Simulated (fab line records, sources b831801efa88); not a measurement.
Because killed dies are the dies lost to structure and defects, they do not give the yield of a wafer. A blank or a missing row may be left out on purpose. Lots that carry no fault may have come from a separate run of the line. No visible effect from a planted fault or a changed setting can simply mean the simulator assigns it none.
The same fault as seen by 2 desks :: flow gf180mcu :: what lay behind the numbers comes last; until then each desk has only its own

## METROLOGY DESK
What the gauges read for every lot (on any tool): the sampled wafers with a number, averaged. Marked OUT: a lot whose mean sits more than 4 standard deviations from the usual mean, which makes it out of limits; the brackets give that distance.
Columns: A = NSD_RS at GF_PSD_RS_MEAS_14, usual 46.12 ohm/sq
lot: L360
first seen here: day 14 11:58
A: 46.08

lot: L362
first seen here: day 15 07:47
A: 46.08

lot: L364
first seen here: day 16 07:49
A: 46.10

lot: L366
first seen here: day 17 06:10
A: 46.01

lot: L368
first seen here: day 17 12:52
A: 46.21

lot: L376
first seen here: day 20 08:56
A: 48.90 (+35) OUT

lot: L375
first seen here: day 20 11:01
A: 48.94 (+35) OUT

lot: L379
first seen here: day 21 15:28
A: 46.14

lot: L380
first seen here: day 21 16:23
A: 46.17

lot: L382
first seen here: day 22 17:25
A: 46.12
This desk finds L375, L376 out of limits, with the earliest case on L376 at day 20 08:56 (NSD_RS at GF_PSD_RS_MEAS_14). Within limits: L360, L362, L364, L366, L368, L379, L380, L382.

## FOR THE TOOL OWNER'S DESK: implanter-03
GF_NSD_IMPLANT_10, tool's own readings: per-lot mean of the sampled wafers with a number, covering each lot this tool ran. Marked OUT: a lot whose mean sits more than 4 standard deviations from the usual mean, which makes it out of limits; the brackets give that distance.
Columns: A = dose_ions_cm2 at GF_NSD_IMPLANT_10, usual 5.001e+14; B = end_station_pressure_torr at GF_NSD_IMPLANT_10, usual 7.3e-06 Torr; C = faraday_current_uA at GF_NSD_IMPLANT_10, usual 2788; D = tilt_deg at GF_NSD_IMPLANT_10, usual 7.002 degrees
lot: L360
first seen here: day 13 15:29
A: 4.996e+14
B: 7.4e-06
C: 2774
D: 6.994

lot: L362
first seen here: day 14 09:26
A: 5.000e+14
B: 7.1e-06
C: 2827
D: 7.031

lot: L376
first seen here: day 19 07:14
A: 2.739e+14 (-99 or more) OUT
B: 6.1e-06
C: 1519 (-25) OUT
D: 6.989

lot: L375
first seen here: day 19 08:57
A: 2.735e+14 (-99 or more) OUT
B: 6.3e-06
C: 1501 (-25) OUT
D: 7.004
This desk finds L375, L376 out of limits, L376 being first, at day 19 07:14 (dose_ions_cm2 at GF_NSD_IMPLANT_10). Within limits: L360, L362.

## ALL TOGETHER
The tool owner's desk could have raised an alarm at day 19 07:14, on L375, L376.
The metrology desk could have raised an alarm at day 20 08:56, on L375, L376.
Every lot named ran GF_NSD_IMPLANT_10 on implanter-03.

## WHAT THE SIMULATOR PUT IN
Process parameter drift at GF_NSD_IMPLANT_10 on implanter-03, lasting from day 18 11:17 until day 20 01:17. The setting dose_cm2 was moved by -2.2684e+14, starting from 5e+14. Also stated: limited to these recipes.
Lots struck among those shown: L375, L376.
Fault start to first reading out of limits, in hours, per desk: tool owner, 20; metrology, 46.
